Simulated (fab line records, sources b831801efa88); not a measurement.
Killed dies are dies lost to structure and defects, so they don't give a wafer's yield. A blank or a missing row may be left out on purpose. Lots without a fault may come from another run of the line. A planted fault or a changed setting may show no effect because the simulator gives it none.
A struck lot beside a sound one | flow sky130 | 16 steps out of a route of 708
Sound: wafers L421.2, L421.4, L421.6. Struck: wafers L424.1, L424.3, L424.5. The cause comes at the end.
At each step with rows: each side's tool, then ch and its chambers, then its first start. Under that, the readings that differ: sound wafers | struck wafers | difference of the means | sigmas: that difference in standard deviations of wafers without a fault.
alike: readings whose means differ by less than 2 such deviations, and words and numbers that are the same on both sides. not compared: withheld readings, readings that some wafer has no value for, bounds like >300 that may hide the same value, and numbers for which the record gives no deviation and whose values overlap.
The two part at a step that has a row with sigmas, a row that says differs or no value, or rows on one side only. Numbers that don't overlap but have no deviation are shown without sigmas and don't part them. A reading that every wafer of one side lacks parts them only if that side has two wafers or more.

SKY_CAPM_THK_MEAS_01:
  sound on film_metro-01, day 38 05:34; struck on film_metro-02, day 38 06:37
  alike: CAPM_CVD_00_THK
SKY_CAPM_SPUTTER_02: material TiN, target thk 200 nm, time 172.9 s.
  sound on pvd_sputter-02, day 38 05:37; struck on pvd_sputter-03, day 38 06:41
  alike: throttle_valve_pct
SKY_CAPM_RS_MEAS_03: measures by four-point-probe.
  sound on film_metro-01, day 38 05:44; struck on film_metro-01, day 38 06:47
  alike: CAPM_TIN_RS
SKY_CAPM_THK_MEAS_04: measures by xrf.
  sound on film_metro-01, day 38 05:51; struck on film_metro-01, day 38 06:55
  alike: CAPM_TIN_THK
then, 7 steps without rows for these wafers: SKY_CAPM_DEHYDRATE_05 (time 60 s); SKY_CAPM_HMDS_06 (prime time 60 s); SKY_CAPM_COAT_07 (resist thk 1140 nm); SKY_CAPM_SOFTBAKE_08 (time 60 s); SKY_CAPM_EXPOSE_09 (exposes mask CAPM, target cd 1000 nm); SKY_CAPM_PEB_10; SKY_CAPM_DEVELOP_11 (develop time 60 s).
SKY_CAPM_OVL_MEAS_12:
  sound on overlay-02, day 39 06:29; struck on overlay-02, day 39 07:10
  alike: CAPM_OVL
SKY_CAPM_METAL_ETCH_13: etches TiN in Cl2/BCl3, stops on SiO2, target depth 220 nm, time 62.9 s.
  sound on rie_metal-01 ch 1, day 39 06:31; struck on rie_metal-02 ch 0,1, day 39 07:12
  no value came back on the struck wafers for any of 7 readings (bcl3_flow_sccm (sccm), bias_w (W) and others); on the sound wafers bcl3_flow_sccm (sccm) reads 29.98 29.91 30.06
  reading                                   | sound           | struck         | difference | sigmas
  model.NOVOLAK_of_CAPM_COAT_07.thk_nm (nm) | 992.8 991 991.9 | 1140 1142 1146 | +151       |
  not compared: rf_hours_counter_h
SKY_CAPM_STRIP_14: strips in O2/N2.
  sound on plasma_asher-02 ch 0,1, day 39 06:35; struck on plasma_asher-04 ch 0,1, day 39 07:17
  reading                      | sound             | struck            | difference | sigmas
  strip_time_to_endpoint_s (s) | 12.65 12.64 12.64 | 14.19 14.20 14.27 | +1.58      | +27
  alike: drypump_motor_current_A, oes_product_au
  not compared: rf_hours_counter_h
then, 1 step without rows for these wafers: SKY_CAPM_STRIP_15 (strips in post etch residue remover, time 1200 s).
-- the record jumps here: 8 days lie between the struck wafers' starts before and after (it left off in module CAPM and takes up again in module PAD_OPEN, whose first step shown is number 708 of the route) --
SKY_PAD_OPEN_PROBE_99:
  the record has rows for the struck wafers here (prober-02, day 47 12:35) and none for the sound ones

WHERE THEY PART
First at SKY_CAPM_METAL_ETCH_13; last, within this record, at SKY_PAD_OPEN_PROBE_99.

WHY: what the simulator had put in
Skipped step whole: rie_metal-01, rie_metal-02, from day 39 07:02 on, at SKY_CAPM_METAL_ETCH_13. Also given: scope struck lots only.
